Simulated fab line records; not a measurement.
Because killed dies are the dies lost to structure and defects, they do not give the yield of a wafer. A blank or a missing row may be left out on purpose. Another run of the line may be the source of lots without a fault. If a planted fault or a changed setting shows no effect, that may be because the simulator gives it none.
Struck lot and sound lot, side by side    flow sky130    14 out of 708 route steps
Sound: these wafers, L637.1, L637.3, L637.6. The struck wafers were L644.2, L644.4, L644.5. The cause comes at the end.
Order at every step that has rows: each side's tool, ch and its chambers, its first start. Under that, the readings that differ: sound wafers    struck wafers    difference of the means    sigmas: that difference in standard deviations of wafers without a fault.
alike: a reading whose means differ by less than 2 such deviations, as well as words and numbers matching on both sides. not compared: withheld readings; readings where some wafer has no value; bounds like >300 that might hide an equal value; numbers whose values overlap and for which the record gives no deviation.
The two part at a step that has a row with sigmas, a row that says differs or no value, or rows on one side only. When numbers do not overlap yet have no deviation, they are printed without sigmas and do not part them. A reading that every wafer of one side lacks parts them only if that side has two wafers or more.

first, 7 steps without rows for these wafers: SKY_LDD_N_DEHYDRATE_00 (time 60 s); SKY_LDD_N_HMDS_01 (prime time 60 s); SKY_LDD_N_COAT_02 (resist thk 300 nm); SKY_LDD_N_SOFTBAKE_03 (time 60 s); SKY_LDD_N_EXPOSE_04 (exposes mask NTM, target cd 840 nm); SKY_LDD_N_PEB_05; SKY_LDD_N_DEVELOP_06 (develop time 60 s).
SKY_LDD_N_OVL_MEAS_07:
  sound on overlay-01, day 22 13:08; struck on overlay-01, day 24 19:37
  alike: LDD_N_OVL
then, 4 steps without rows for these wafers: SKY_LDD_N_IMPLANT_08; SKY_LDD_N_IMPLANT_09; SKY_LDD_N_IMPLANT_10; SKY_LDD_N_IMPLANT_11.
SKY_LDD_N_IMPLANT_12:
  struck on implanter-03, day 24 20:16; sound on implanter-04 ch 0, day 22 13:46
  no value came back on the struck wafers for beam energy keV, beam on s (s), tilt deg (degrees); on the sound wafers beam energy keV reads 49.989 50.017 50.004
next, for these wafers, 1 step has no rows: SKY_LDD_N_IMPLANT_13.

WHERE THEY PART
Only at SKY_LDD_N_IMPLANT_12, as far as this record shows.

WHY: what the simulator had put in
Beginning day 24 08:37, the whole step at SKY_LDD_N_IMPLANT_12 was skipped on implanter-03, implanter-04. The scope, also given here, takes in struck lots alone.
